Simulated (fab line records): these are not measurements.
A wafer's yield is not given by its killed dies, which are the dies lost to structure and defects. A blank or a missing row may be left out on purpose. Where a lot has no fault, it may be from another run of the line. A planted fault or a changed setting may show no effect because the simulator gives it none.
fab line records	flow sky130
record: lots: 11	wafers: 33	last_day: 49
route steps=708 shown LDD_N@254 LDD_LDN@302 SD_P@329 LI_CONTACT@363 PAD_OPEN@708
lots untouched by any fault: they come from a run of this same line in which no faults occurred
start_h: hours from the record's opening day to when the first of the lot's shown wafers began	wait_h: hours from the lot's prior step to this one	" as in the row above	L1.1+2: several wafers, shown together as one row	- value missing, or start not given	* or withheld: withheld	< > ~ a bound
route shown NAME@n: a module of which the file shows steps, and the number in the route of the first	usual: the fault-free wafers' mean and standard deviation	same: alike in all rows	chamber/n: place in a boat	sites: per-site readings	_std_site: standard deviation across them	_edge_site: outer sites' mean less inner sites'	radius_mm: for every site, how far away it sits from the centre of the wafer	mask NAME#n: copy n	behind: the last tool/chamber to shape the wafer	hold: why the lot went on hold/how many hours it stayed there/how the hold came to an end	device: the transistor (n, p or np) that didn't switch	end of line: tests of these same wafers at the route's end	step lacking rows: just its recipe	killed: the dies lost at the first sort to structure and to defects; this is not the yield of the wafer	map: a wafer's dies, marking killed ones x, the rest . and places with no die _
set.NAME: setting as actually run; set.NAME@STEP: the setting as run at that earlier step	model.NAME: the simulator's own value behind a step, which no gauge read
route steps across a sampled set of lots; one table per step, one row per wafer
services: when a tool's chamber went out of use (start_h, in hours from the record's first day, below 0 if earlier), for how many hours, and the reason
== steps ==
step: SKY_LDD_N_TW_MEAS_17
usual: LDD_N_TW: 2586/35
lot.wafer	tool	chamber	start_h	wait_h	LDD_N_TW
L249.1	film_metro-04	-	409.84	0.1	2565
L249.2	"	-	"	"	2566
L249.6	"	-	"	"	2561
L250.2	film_metro-01	-	425.75	0.1	2638
L250.3	"	-	"	"	2636
L250.5	"	-	"	"	2627
L256.1	film_metro-01	-	472.51	0.1	2618
L256.5	"	-	"	"	2614
L256.6	"	-	"	"	2612
L258.1	film_metro-04	-	495.39	0.1	2548
L258.4	"	-	"	"	2567
L258.6	"	-	"	"	2568
L259.1	film_metro-01	-	507.89	0.1	2619
L259.4	"	-	"	"	2619
L259.5	"	-	"	"	2634
L260.4	film_metro-04	-	522.17	0.1	2571
L260.5	"	-	"	"	2564
L260.6	"	-	"	"	2572
L261.1	film_metro-01	-	528.54	0.1	2631
L261.2	"	-	"	"	2624
L261.3	"	-	"	"	2608
L263.1	film_metro-01	-	535.41	0.1	2626
L263.3	"	-	"	"	2626
L263.5	"	-	"	"	2616
L264.1	film_metro-01	-	545.14	0.1	2613
L264.2	"	-	"	"	2635
L264.5	"	-	"	"	2630
L265.3	film_metro-04	-	547.08	0.1	2554
L265.5	"	-	"	"	2560
L265.6	"	-	"	"	2565
L266.1	film_metro-01	-	572.71	0.1	2612
L266.5	"	-	"	"	2620
L266.6	"	-	"	"	2620
step: SKY_LDD_LDN_TW_MEAS_13
usual: LDD_LDN_TW: 1477/22
lot.wafer	tool	chamber	start_h	wait_h	LDD_LDN_TW
L249.1	film_metro-01	-	533.41	0.1	1508
L249.2	"	-	"	"	1492
L249.6	"	-	"	"	1514
L250.2	film_metro-01	-	550.40	0.1	1507
L250.3	"	-	"	"	1509
L250.5	"	-	"	"	1504
L256.1	film_metro-03	-	593.04	0.1	1458
L256.5	"	-	"	"	1456
L256.6	"	-	"	"	1456
L258.1	film_metro-03	-	613.44	0.1	1454
L258.4	"	-	"	"	1450
L258.6	"	-	"	"	1462
L259.1	film_metro-04	-	627.69	0.1	1461
L259.4	"	-	"	"	1466
L259.5	"	-	"	"	1453
L260.4	film_metro-01	-	640.49	0.1	1498
L260.5	"	-	"	"	1503
L260.6	"	-	"	"	1490
L261.1	film_metro-04	-	644.74	0.1	1457
L261.2	"	-	"	"	1459
L261.3	"	-	"	"	1468
L263.1	film_metro-01	-	651.44	0.1	1507
L263.3	"	-	"	"	1510
L263.5	"	-	"	"	1509
L264.1	film_metro-03	-	660.96	0.1	1442
L264.2	"	-	"	"	1448
L264.5	"	-	"	"	1445
L265.3	film_metro-01	-	664.56	0.1	1511
L265.5	"	-	"	"	1506
L265.6	"	-	"	"	1508
L266.1	film_metro-01	-	687.44	0.1	1496
L266.5	"	-	"	"	1493
L266.6	"	-	"	"	1493
step: SKY_SD_P_IMPLANT_09
recipe: species: BF2	energy_kev: 20	dose_cm2: 3e+15	tilt_deg: 0
usual: beam_energy_keV: 19.999/0.006	dose_ions_cm2: 3e+15/3.3e+12	tilt_deg: -0.002/0.02
lot.wafer	tool	chamber	start_h	wait_h	beam_energy_keV	dose_ions_cm2	tilt_deg
L249.1	implanter-01	0	593.71	0.0	19.993	3.001e+15	0.026
L249.2	"	0	"	"	19.996	3.003e+15	-0.008
L249.6	"	0	"	"	19.995	3.002e+15	-0.021
L250.2	implanter-03	0	634.54	0.0	19.993	3.002e+15	0.000
L250.3	"	0	"	"	20.000	3.006e+15	-0.004
L250.5	"	0	"	"	19.997	3.006e+15	-0.037
L256.1	implanter-04	0	651.94	0.0	20.014	3e+15	-0.020
L256.5	"	0	"	"	19.991	2.998e+15	-0.043
L256.6	"	0	"	"	19.998	3.003e+15	-0.009
L258.1	implanter-01	0	672.54	0.0	19.996	3.007e+15	0.024
L258.4	"	0	"	"	20.008	3.004e+15	-0.010
L258.6	"	0	"	"	20.008	3e+15	0.000
L259.1	implanter-01	0	684.91	0.0	20.004	2.996e+15	-0.020
L259.4	"	0	"	"	19.999	3.002e+15	0.001
L259.5	"	0	"	"	20.003	2.999e+15	-0.003
L260.4	implanter-03	0	698.67	0.1	19.999	2.998e+15	-0.024
L260.5	"	0	"	"	20.001	3.001e+15	-0.012
L260.6	"	0	"	"	20.002	2.998e+15	0.022
L261.1	implanter-03	0	702.71	0.0	19.990	2.995e+15	-0.016
L261.2	"	0	"	"	19.984	2.995e+15	0.010
L261.3	"	0	"	"	19.990	2.993e+15	0.034
L263.1	implanter-03	0	709.29	0.0	20.004	2.088e+15	0.002
L263.3	"	0	"	"	20.002	2.088e+15	0.005
L263.5	"	0	"	"	19.997	2.089e+15	0.012
L264.1	implanter-03	0	719.01	0.0	19.994	2.087e+15	-0.014
L264.2	"	0	"	"	19.999	2.088e+15	0.001
L264.5	"	0	"	"	19.993	2.09e+15	-0.007
L265.3	implanter-01	0	720.86	0.1	20.003	3.003e+15	-0.034
L265.5	"	0	"	"	19.999	3e+15	-0.020
L265.6	"	0	"	"	19.994	3.001e+15	-0.013
L266.1	implanter-03	0	744.21	0.0	19.992	2.088e+15	0.015
L266.5	"	0	"	"	19.991	2.091e+15	-0.003
L266.6	"	0	"	"	19.994	2.09e+15	-0.021
step: SKY_SD_P_STRIP_10
recipe: chemistry: O2/N2	power_w: 1400	pressure_mtorr: 1500	platen_temp_c: withheld	o2_flow_sccm: 3000	n2_flow_sccm: 300	overash_fraction: 0.5
usual: drypump_motor_current_A: 5.7/0.59	oes_product_au: 0.617/0.0049	strip_time_to_endpoint_s: 17.51/0.037
same: overash_fraction: 0.5
lot.wafer	tool	chamber	start_h	wait_h	drypump_motor_current_A	oes_product_au	rf_hours_counter_h	strip_time_to_endpoint_s
L249.1	plasma_asher-04	1	593.86	0.1	5.2	0.620	80	17.51
L249.2	"	0	"	"	6.2	0.625	80	17.50
L249.6	"	0	"	"	6.1	0.613	-	17.49
L250.2	plasma_asher-03	0	634.66	0.1	5.2	0.621	49	17.47
L250.3	"	1	"	"	6.5	0.617	-	17.50
L250.5	"	0	"	"	5.2	0.624	-	17.50
L256.1	plasma_asher-04	1	652.09	0.1	5.2	0.615	86	17.54
L256.5	"	1	"	"	5.2	0.610	-	17.55
L256.6	"	0	"	"	6.2	0.621	-	17.55
L258.1	plasma_asher-02	0	672.69	0.1	6.1	0.619	24	17.50
L258.4	"	1	"	"	5.1	0.609	-	17.51
L258.6	"	0	"	"	6.1	0.610	-	17.49
L259.1	plasma_asher-03	0	685.06	0.1	5.2	0.609	54	17.51
L259.4	"	1	"	"	6.6	0.618	-	17.51
L259.5	"	0	"	"	5.2	0.620	-	17.53
L260.4	plasma_asher-03	0	698.78	0.1	5.2	0.616	-	17.54
L260.5	"	0	"	"	5.2	0.613	-	17.52
L260.6	"	1	"	"	6.5	0.614	-	17.51
L261.1	plasma_asher-03	0	702.86	0.1	5.2	0.609	56	17.55
L261.2	"	1	"	"	6.5	0.621	56	17.52
L261.3	"	0	"	"	5.2	0.615	-	17.48
L263.1	plasma_asher-02	1	709.44	0.1	5.1	0.626	27	16.79
L263.3	"	1	"	"	5.1	0.625	-	16.79
L263.5	"	1	"	"	5.1	0.629	-	16.78
L264.1	plasma_asher-03	1	719.16	0.1	6.5	0.628	58	16.79
L264.2	"	0	"	"	5.2	0.632	58	16.81
L264.5	"	1	"	"	6.5	0.635	-	16.76
L265.3	plasma_asher-03	0	720.99	0.1	5.2	0.620	-	17.46
L265.5	"	1	"	"	6.5	0.611	-	17.51
L265.6	"	0	"	"	5.2	0.617	-	17.49
L266.1	plasma_asher-03	0	744.36	0.1	5.2	0.632	60	16.73
L266.5	"	0	"	"	5.2	0.637	-	16.73
L266.6	"	1	"	"	6.5	0.635	-	16.78
step: SKY_SD_P_TW_MEAS_11
usual: SD_P_TW: 2795/20
lot.wafer	tool	chamber	start_h	wait_h	SD_P_TW
L249.1	film_metro-03	-	593.96	0.1	2781
L249.2	"	-	"	"	2778
L249.6	"	-	"	"	2788
L250.2	film_metro-04	-	634.77	0.1	2797
L250.3	"	-	"	"	2787
L250.5	"	-	"	"	2794
L256.1	film_metro-04	-	652.19	0.1	2808
L256.5	"	-	"	"	2796
L256.6	"	-	"	"	2816
L258.1	film_metro-04	-	672.79	0.1	2799
L258.4	"	-	"	"	2818
L258.6	"	-	"	"	2804
L259.1	film_metro-04	-	685.16	0.1	2813
L259.4	"	-	"	"	2809
L259.5	"	-	"	"	2797
L260.4	film_metro-03	-	698.87	0.1	2790
L260.5	"	-	"	"	2781
L260.6	"	-	"	"	2776
L261.1	film_metro-02	-	702.96	0.1	2825
L261.2	"	-	"	"	2826
L261.3	"	-	"	"	2834
L263.1	film_metro-02	-	709.54	0.1	2620
L263.3	"	-	"	"	2626
L263.5	"	-	"	"	2638
L264.1	film_metro-02	-	719.26	0.1	2620
L264.2	"	-	"	"	2617
L264.5	"	-	"	"	2627
L265.3	film_metro-03	-	721.08	0.1	2785
L265.5	"	-	"	"	2774
L265.6	"	-	"	"	2759
L266.1	film_metro-02	-	744.46	0.1	2622
L266.5	"	-	"	"	2610
L266.6	"	-	"	"	2626
step: SKY_SD_N_RS_MEAS_17
recipe: thk_meas_gauge: four-point-probe
usual: SD_P_RS: 147.0/0.39
lot.wafer	tool	chamber	start_h	wait_h	SD_P_RS[ohm/sq]
L249.1	film_metro-04	-	651.36	0.1	147.2
L249.2	"	-	"	"	147.1
L249.6	"	-	"	"	147.1
L250.2	film_metro-04	-	692.21	0.1	147.4
L250.3	"	-	"	"	147.5
L250.5	"	-	"	"	147.7
L256.1	film_metro-02	-	706.96	0.1	147.5
L256.5	"	-	"	"	147.0
L256.6	"	-	"	"	147.2
L258.1	film_metro-02	-	729.07	0.1	146.8
L258.4	"	-	"	"	147.3
L258.6	"	-	"	"	147.2
L259.1	film_metro-03	-	742.17	0.1	147.2
L259.4	"	-	"	"	146.9
L259.5	"	-	"	"	147.5
L260.4	film_metro-04	-	754.92	0.1	147.1
L260.5	"	-	"	"	148.0
L260.6	"	-	"	"	147.3
L261.1	film_metro-02	-	759.34	0.1	146.8
L261.2	"	-	"	"	146.6
L261.3	"	-	"	"	147.1
L263.1	film_metro-02	-	763.87	0.1	152.7
L263.3	"	-	"	"	152.5
L263.5	"	-	"	"	153.0
L264.1	film_metro-02	-	774.46	0.1	152.6
L264.2	"	-	"	"	152.5
L264.5	"	-	"	"	152.7
L265.3	film_metro-04	-	775.48	0.1	147.0
L265.5	"	-	"	"	146.7
L265.6	"	-	"	"	146.5
L266.1	film_metro-04	-	797.99	0.1	152.3
L266.5	"	-	"	"	152.8
L266.6	"	-	"	"	152.5
step: SKY_LI_CONTACT_THK_MEAS_01
recipe: reads: PSG_of_LI_CONTACT_HDPCVD_00
usual: LI_CONTACT_HDPCVD_THK: 931/8.3
lot.wafer	tool	chamber	start_h	wait_h	LI_CONTACT_HDPCVD_THK[nm]
L249.1	film_metro-02	-	651.78	0.1	942
L249.2	"	-	"	"	936
L249.6	"	-	"	"	934
L250.2	film_metro-04	-	692.56	0.1	931
L250.3	"	-	"	"	933
L250.5	"	-	"	"	934
L256.1	film_metro-03	-	707.32	0.1	921
L256.5	"	-	"	"	924
L256.6	"	-	"	"	922
L258.1	film_metro-04	-	729.43	0.1	932
L258.4	"	-	"	"	935
L258.6	"	-	"	"	943
L259.1	film_metro-02	-	742.53	0.1	936
L259.4	"	-	"	"	937
L259.5	"	-	"	"	936
L260.4	film_metro-03	-	755.25	0.0	913
L260.5	"	-	"	"	934
L260.6	"	-	"	"	920
L261.1	film_metro-03	-	759.70	0.1	926
L261.2	"	-	"	"	923
L261.3	"	-	"	"	928
L263.1	film_metro-03	-	764.23	0.1	926
L263.3	"	-	"	"	921
L263.5	"	-	"	"	934
L264.1	film_metro-03	-	774.82	0.1	945
L264.2	"	-	"	"	953
L264.5	"	-	"	"	938
L265.3	film_metro-03	-	775.82	0.1	931
L265.5	"	-	"	"	913
L265.6	"	-	"	"	916
L266.1	film_metro-04	-	798.35	0.1	932
L266.5	"	-	"	"	920
L266.6	"	-	"	"	929
step: SKY_PAD_OPEN_PROBE_99
usual: killed_at_M0_to_M3: 43/7.2	killed_at_M4_up: 3.3/1.8	killed_at_contacts: 23/5.5	killed_at_front_end: 16/5.1	killed_at_other: 0.4/0.65	killed_dies: 85/10	killed_on_rim: 17/4.3	killed_open: 46/7.1	killed_short: 38/7.2
same: gross_dies: 492	killed_at_back_side: 0
lot.wafer	tool	chamber	start_h	wait_h	killed_at_M0_to_M3	killed_at_M4_up	killed_at_contacts	killed_at_front_end	killed_at_other	killed_dies	killed_on_rim	killed_open	killed_short
L249.1	prober-01	-	1076.48	0.1	46	2	21	19	0	88	22	42	46
L249.2	prober-01	-	1076.53	0.1	43	7	23	19	0	92	24	51	40
L249.6	prober-01	-	1076.73	0.2	30	8	18	21	0	77	9	34	40
L250.2	prober-02	-	1108.16	0.1	48	8	41	17	0	114	25	59	55
L250.3	prober-02	-	1108.21	0.2	35	4	28	13	0	80	6	45	35
L250.5	prober-02	-	1108.31	0.2	36	4	24	15	0	79	16	45	34
L256.1	prober-01	-	1118.33	0.1	48	3	22	22	2	97	15	52	45
L256.5	prober-01	-	1118.53	0.2	41	4	17	14	0	76	13	45	30
L256.6	prober-01	-	1118.58	0.2	48	3	19	10	0	80	13	39	41
L258.1	prober-01	-	1135.59	0.1	38	3	21	4	0	66	11	40	26
L258.4	prober-01	-	1135.74	0.2	36	2	30	8	0	76	21	44	31
L258.6	prober-01	-	1135.84	0.2	42	4	22	12	1	81	12	45	36
L259.1	prober-02	-	1142.81	0.1	44	2	20	13	1	80	17	43	37
L259.4	prober-02	-	1142.96	0.2	44	5	20	14	1	84	16	37	47
L259.5	prober-02	-	1143.01	0.2	35	1	16	16	1	69	15	43	26
L260.4	prober-01	-	1150.52	0.2	42	3	20	13	1	79	12	31	48
L260.5	prober-01	-	1150.57	0.2	42	3	24	25	1	95	14	51	43
L260.6	prober-01	-	1150.62	0.2	48	1	27	15	0	91	16	47	43
L261.1	prober-02	-	1153.73	0.1	39	5	25	11	2	82	18	38	41
L261.2	prober-02	-	1153.78	0.1	41	4	23	12	2	82	13	50	30
L261.3	prober-02	-	1153.83	0.2	35	6	33	15	1	90	15	40	49
L263.1	prober-02	-	1157.43	0.1	42	4	25	15	0	86	21	49	36
L263.3	prober-02	-	1157.53	0.2	52	3	20	17	0	92	18	48	42
L263.5	prober-02	-	1157.63	0.2	29	3	40	7	2	81	14	47	34
L264.1	prober-01	-	1165.53	0.1	41	1	30	7	0	79	14	47	32
L264.2	prober-01	-	1165.58	0.1	42	3	22	14	0	81	16	45	36
L264.5	prober-01	-	1165.73	0.2	47	2	27	10	0	86	18	42	44
L265.3	prober-02	-	1166.50	0.2	39	4	27	11	0	81	20	42	39
L265.5	prober-02	-	1166.60	0.2	33	3	20	11	2	69	13	40	29
L265.6	prober-02	-	1166.65	0.2	36	1	20	20	0	77	20	44	33
L266.1	prober-01	-	1179.57	0.1	44	2	16	17	1	80	10	42	38
L266.5	prober-01	-	1179.77	0.2	41	2	21	14	0	78	12	42	36
L266.6	prober-01	-	1179.82	0.2	50	4	14	10	0	78	16	35	43
killed by level:class
L249.1 VIA2:geometric_particle:open=7 VIA1:geometric_particle:open=7 CONTACT:geometric_particle:open=6 VIA3:geometric_particle:short=6 METAL2:geometric_particle:short=5 VIA3:geometric_particle:open=5 FIELD_ISO:geometric_particle:open=4 LI_CONTACT:geometric_particle:open=4
L249.2 VIA2:geometric_particle:open=10 VIA1:geometric_particle:open=8 FIELD_ISO:geometric_particle:short=7 LOCAL_INTERCONNECT:geometric_particle:short=6 VIA3:geometric_particle:open=6 CONTACT:geometric_particle:open=5 LI_CONTACT:geometric_particle:open=5 METAL2:geometric_particle:short=5
L249.6 FIELD_ISO:geometric_particle:short=9 VIA1:geometric_particle:open=7 CONTACT:geometric_particle:open=6 FIELD_ISO:geometric_particle:open=5 LI_CONTACT:geometric_particle:open=4 METAL4:geometric_particle:short=4 CONTACT:geometric_particle:short=4 METAL1:geometric_particle:short=4
L250.2 CONTACT:geometric_particle:open=14 LI_CONTACT:geometric_particle:open=12 CONTACT:geometric_particle:short=10 METAL1:geometric_particle:short=9 VIA1:geometric_particle:open=8 VIA2:geometric_particle:open=7 METAL2:geometric_particle:short=6 METAL4:geometric_particle:short=6
L250.3 CONTACT:geometric_particle:open=12 VIA1:geometric_particle:open=10 POLY_GATE:geometric_particle:short=6 LI_CONTACT:geometric_particle:open=6 VIA3:geometric_particle:open=6 VIA2:geometric_particle:open=5 LOCAL_INTERCONNECT:geometric_particle:short=4 CONTACT:geometric_particle:short=4
L250.5 CONTACT:geometric_particle:open=9 LI_CONTACT:geometric_particle:open=8 VIA2:geometric_particle:open=6 METAL2:geometric_particle:short=5 VIA3:geometric_particle:open=5 FIELD_ISO:geometric_particle:short=4 FIELD_ISO:geometric_particle:open=4 METAL1:geometric_particle:short=4
L256.1 CONTACT:geometric_particle:open=10 VIA1:geometric_particle:open=9 VIA2:geometric_particle:open=9 FIELD_ISO:geometric_particle:open=6 FIELD_ISO:geometric_particle:short=6 LI_CONTACT:geometric_particle:open=5 METAL2:geometric_particle:short=5 VIA3:geometric_particle:short=5
L256.5 VIA1:geometric_particle:open=7 CONTACT:geometric_particle:open=6 VIA2:geometric_particle:open=6 VIA1:geometric_particle:short=5 LI_CONTACT:geometric_particle:open=5 METAL2:geometric_particle:short=5 VIA3:geometric_particle:open=5 METAL2:geometric_particle:open=4
L256.6 VIA1:geometric_particle:open=11 METAL2:geometric_particle:short=10 CONTACT:geometric_particle:open=9 METAL1:geometric_particle:short=7 VIA3:geometric_particle:open=5 POLY_GATE:geometric_particle:open=4 LOCAL_INTERCONNECT:geometric_particle:short=3 CONTACT:geometric_particle:short=3
L258.1 VIA1:geometric_particle:open=13 LI_CONTACT:geometric_particle:open=9 METAL1:geometric_particle:short=7 CONTACT:geometric_particle:open=6 METAL2:geometric_particle:short=4 VIA3:geometric_particle:open=4 CONTACT:geometric_particle:short=3 VIA1:geometric_particle:short=3
L258.4 CONTACT:geometric_particle:open=14 VIA1:geometric_particle:open=11 LI_CONTACT:geometric_particle:open=7 METAL2:geometric_particle:short=5 LI_CONTACT:geometric_particle:short=4 VIA1:geometric_particle:short=4 VIA2:geometric_particle:short=4 VIA3:geometric_particle:open=4
L258.6 CONTACT:geometric_particle:open=11 VIA1:geometric_particle:open=10 VIA3:geometric_particle:open=8 VIA1:geometric_particle:short=6 METAL1:geometric_particle:short=5 METAL3:geometric_particle:short=5 FIELD_ISO:geometric_particle:open=4 POLY_GATE:geometric_particle:open=4
L259.1 VIA1:geometric_particle:open=11 VIA3:geometric_particle:open=8 LI_CONTACT:geometric_particle:open=6 METAL2:geometric_particle:short=6 CONTACT:geometric_particle:open=5 VIA2:geometric_particle:short=5 LOCAL_INTERCONNECT:geometric_particle:short=4 FIELD_ISO:geometric_particle:short=3
L259.4 VIA1:geometric_particle:open=10 METAL2:geometric_particle:short=10 CONTACT:geometric_particle:short=7 FIELD_ISO:geometric_particle:open=5 CONTACT:geometric_particle:open=5 LOCAL_INTERCONNECT:geometric_particle:short=4 VIA1:geometric_particle:short=4 VIA2:geometric_particle:open=4
L259.5 VIA1:geometric_particle:open=11 POLY_GATE:geometric_particle:open=6 VIA2:geometric_particle:open=5 LI_CONTACT:geometric_particle:short=4 LI_CONTACT:geometric_particle:open=4 VIA3:geometric_particle:open=4 LOCAL_INTERCONNECT:geometric_particle:short=3 CONTACT:geometric_particle:open=3
L260.4 METAL2:geometric_particle:short=10 LOCAL_INTERCONNECT:geometric_particle:short=7 VIA1:geometric_particle:open=7 LI_CONTACT:geometric_particle:open=5 CONTACT:geometric_particle:open=5 VIA2:geometric_particle:short=5 METAL1:geometric_particle:short=4 VIA2:geometric_particle:open=4
L260.5 CONTACT:geometric_particle:open=11 VIA1:geometric_particle:open=10 FIELD_ISO:geometric_particle:short=9 VIA3:geometric_particle:open=6 METAL1:geometric_particle:short=6 POLY_GATE:geometric_particle:open=5 LOCAL_INTERCONNECT:geometric_particle:short=5 VIA3:geometric_particle:short=5
L260.6 LI_CONTACT:geometric_particle:open=8 VIA2:geometric_particle:open=8 FIELD_ISO:geometric_particle:open=7 CONTACT:geometric_particle:short=7 METAL1:geometric_particle:short=7 VIA1:geometric_particle:open=6 FIELD_ISO:geometric_particle:short=5 CONTACT:geometric_particle:open=5
L261.1 VIA1:geometric_particle:open=11 METAL1:geometric_particle:short=8 CONTACT:geometric_particle:short=7 CONTACT:geometric_particle:open=7 VIA3:geometric_particle:open=7 LI_CONTACT:geometric_particle:open=5 LOCAL_INTERCONNECT:geometric_particle:short=4 VIA2:geometric_particle:open=4
L261.2 VIA1:geometric_particle:open=11 VIA2:geometric_particle:open=9 CONTACT:geometric_particle:open=8 CONTACT:geometric_particle:short=7 LI_CONTACT:geometric_particle:open=5 METAL1:geometric_particle:short=5 METAL2:geometric_particle:short=5 FIELD_ISO:geometric_particle:open=4
L261.3 VIA2:geometric_particle:open=10 CONTACT:geometric_particle:open=9 CONTACT:geometric_particle:short=8 LI_CONTACT:geometric_particle:open=7 LOCAL_INTERCONNECT:geometric_particle:short=6 METAL4:geometric_particle:short=5 POLY_GATE:geometric_particle:short=4 VIA1:geometric_particle:open=4
L263.1 VIA1:geometric_particle:open=14 CONTACT:geometric_particle:open=10 METAL2:geometric_particle:short=6 LOCAL_INTERCONNECT:geometric_particle:short=5 LI_CONTACT:geometric_particle:open=5 VIA2:geometric_particle:open=5 FIELD_ISO:geometric_particle:open=4 METAL1:geometric_particle:short=4
L263.3 VIA1:geometric_particle:open=18 CONTACT:geometric_particle:open=7 VIA3:geometric_particle:open=7 LI_CONTACT:geometric_particle:open=5 CONTACT:geometric_particle:short=5 METAL1:geometric_particle:short=5 VIA1:geometric_particle:short=5 METAL3:geometric_particle:short=5
L263.5 CONTACT:geometric_particle:open=14 LI_CONTACT:geometric_particle:open=10 CONTACT:geometric_particle:short=7 LI_CONTACT:geometric_particle:short=6 METAL1:geometric_particle:short=6 VIA1:geometric_particle:open=6 VIA3:geometric_particle:open=5 VIA2:geometric_particle:open=4
L264.1 VIA1:geometric_particle:open=16 CONTACT:geometric_particle:open=11 LI_CONTACT:geometric_particle:open=10 METAL1:geometric_particle:short=6 CONTACT:geometric_particle:short=5 LI_CONTACT:geometric_particle:short=4 METAL2:geometric_particle:short=4 VIA1:geometric_particle:short=3
L264.2 LI_CONTACT:geometric_particle:open=8 VIA1:geometric_particle:open=8 CONTACT:geometric_particle:open=6 FIELD_ISO:geometric_particle:open=5 CONTACT:geometric_particle:short=5 METAL1:geometric_particle:short=5 VIA1:geometric_particle:short=5 VIA2:geometric_particle:open=5
L264.5 CONTACT:geometric_particle:open=9 CONTACT:geometric_particle:short=7 VIA1:geometric_particle:short=7 VIA1:geometric_particle:open=7 METAL2:geometric_particle:short=7 VIA2:geometric_particle:open=6 LI_CONTACT:geometric_particle:open=5 METAL1:geometric_particle:short=5
L265.3 CONTACT:geometric_particle:open=10 VIA2:geometric_particle:open=8 LOCAL_INTERCONNECT:geometric_particle:short=7 VIA1:geometric_particle:open=7 CONTACT:geometric_particle:short=6 METAL2:geometric_particle:short=6 POLY_GATE:geometric_particle:open=5 METAL1:geometric_particle:short=4
L265.5 CONTACT:geometric_particle:open=11 VIA1:geometric_particle:open=7 LI_CONTACT:geometric_particle:open=6 METAL1:geometric_particle:short=5 FIELD_ISO:geometric_particle:short=4 VIA2:geometric_particle:open=4 VIA3:geometric_particle:open=4 VIA1:geometric_particle:short=3
L265.6 CONTACT:geometric_particle:open=11 VIA2:geometric_particle:open=9 VIA1:geometric_particle:open=8 POLY_GATE:geometric_particle:short=7 FIELD_ISO:geometric_particle:short=6 CONTACT:geometric_particle:short=5 VIA3:geometric_particle:open=5 FIELD_ISO:geometric_particle:open=4
L266.1 VIA1:geometric_particle:open=11 CONTACT:geometric_particle:open=8 VIA3:geometric_particle:open=6 VIA1:geometric_particle:short=6 VIA2:geometric_particle:open=5 METAL2:geometric_particle:short=5 FIELD_ISO:geometric_particle:open=4 FIELD_ISO:geometric_particle:short=4
L266.5 VIA3:geometric_particle:open=11 VIA1:geometric_particle:open=9 POLY_GATE:geometric_particle:short=5 LOCAL_INTERCONNECT:geometric_particle:short=5 CONTACT:geometric_particle:short=5 METAL1:geometric_particle:short=5 VIA1:geometric_particle:short=5 FIELD_ISO:geometric_particle:short=4
L266.6 VIA1:geometric_particle:open=8 VIA3:geometric_particle:open=7 VIA1:geometric_particle:short=7 LI_CONTACT:geometric_particle:open=6 VIA2:geometric_particle:short=6 METAL1:geometric_particle:short=5 VIA3:geometric_particle:short=5 FIELD_ISO:geometric_particle:short=4
== services ==
tool	chamber	start_h	hours	kind
plasma_asher-04	-	583.52	2.7	repair
plasma_asher-04	-	584.69	3.2	repair
implanter-01	-	640.85	3.8	repair
implanter-03	-	668.08	12.9	pm
implanter-01	-	669.74	2.0	repair
implanter-03	-	689.00	3.7	repair
plasma_asher-04	-	714.39	14.6	pm
implanter-01	-	714.55	3.3	repair
implanter-04	-	741.16	4.8	pm
implanter-03	-	744.39	2.9	repair
== key ==
first_sign: step: SKY_SD_P_IMPLANT_09	reading: dose_ions_cm2	direction: down	sigmas: 99+	usual: *	struck: *
effect: step: SKY_SD_P_STRIP_10	reading: strip_time_to_endpoint_s	direction: down	sigmas: 20	usual: *	struck: *
effect: step: SKY_SD_P_TW_MEAS_11	reading: SD_P_TW	direction: down	sigmas: 8.4	usual: 2795	struck: 2623
effect: step: SKY_SD_N_RS_MEAS_17	reading: SD_P_RS	direction: up	sigmas: 14	usual: 147.0	struck: 152.6
met_at SKY_SD_P_IMPLANT_09
struck_lots L263,L264,L266
tester_left_out L263,L264,L266
not_acting_at SKY_LDD_N_TW_MEAS_17,SKY_LDD_LDN_TW_MEAS_13,SKY_LI_CONTACT_THK_MEAS_01
onset_between 702.71 709.29
fault: kind: process_parameter_drift	tool: implanter-03	chamber: -	onset_h: 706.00	steps: SKY_SD_P_IMPLANT_09	channel: dose_cm2	offset: *	shape: step	end_h: 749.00	acts_in: *	stated: *
tester_left_out: of these lots the tester's yield and bins aren't shown, on N5 and GAA mostly nor the transistor test; their killed dies are dies lost to structure and defects alone, not to doping, threshold or leakage, so they don't give the yield
